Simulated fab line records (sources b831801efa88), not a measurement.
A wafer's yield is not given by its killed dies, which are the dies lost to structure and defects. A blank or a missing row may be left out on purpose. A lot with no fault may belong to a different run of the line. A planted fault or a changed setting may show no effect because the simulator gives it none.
2 desks, one fault | flow gf180mcu | every desk sees just its own numbers, and what lay behind them comes last

== FOR THE TOOL OWNER'S DESK: krf-scanner-02 ==
The tool's own readings at GF_M2_EXPOSE_11 (exposes mask Metal2, target cd 280 nm): means of the sampled wafers that have a number, for each lot that ran on this tool. If a lot's mean is further than 4 standard deviations from the usual mean, the lot is out of limits and carries the mark OUT (the distance appears in the brackets).
Columns: A = exposure-dose-mJ-cm2 at GF_M2_EXPOSE_11, usual 27.997; B = focus-offset-nm at GF_M2_EXPOSE_11, usual 0.0 nm
lot  | first seen here | A      | B
L807 | day 19 19:23    | 27.977 | 0.4
L808 | day 20 07:58    | 28.000 | -0.1
L810 | day 21 03:38    | 28.010 | 0.4
L811 | day 21 15:55    | 28.008 | -0.1
L820 | day 24 20:38    | 28.007 | -0.1
L821 | day 24 22:34    | 27.968 | 0.1
L824 | day 25 23:05    | 27.974 | -0.1
L826 | day 26 11:41    | 28.008 | -0.5
L827 | day 26 15:16    | 27.991 | 0.3
This desk's verdict: no lot among the 9 shows anything out of limits.

== THE METROLOGY DESK ==
What the gauges read for every lot (on any tool): the sampled wafers with a number, averaged. If a lot's mean is further than 4 standard deviations from the usual mean, the lot is out of limits and carries the mark OUT (the distance appears in the brackets).
Columns: A = cd-nm at GF_V1_CD_MEAS_14, usual 260.0 nm
lot  | first seen here | A
L807 | day 19 05:11    | 260.3
L808 | day 19 18:14    | 259.0
L810 | day 20 13:37    | 259.1
L811 | day 21 02:52    | 261.3
L812 | day 21 03:11    | 258.6
L813 | day 21 20:05    | 259.4
L814 | day 22 04:35    | 259.1
L820 | day 24 07:47    | 261.8
L821 | day 24 10:16    | 262.0
L822 | day 24 15:22    | 260.8
L823 | day 25 01:13    | 260.6
L824 | day 25 09:31    | 258.4
L825 | day 25 21:43    | 260.4
L826 | day 25 23:17    | 261.3
L827 | day 26 03:07    | 259.5
This desk's verdict: no lot among the 15 shows anything out of limits.

== TAKEN TOGETHER ==
Nothing out of limits was seen by the tool owner's desk.
At the metrology desk, nothing out of limits was observed.

== WHAT THE SIMULATOR PUT IN ==
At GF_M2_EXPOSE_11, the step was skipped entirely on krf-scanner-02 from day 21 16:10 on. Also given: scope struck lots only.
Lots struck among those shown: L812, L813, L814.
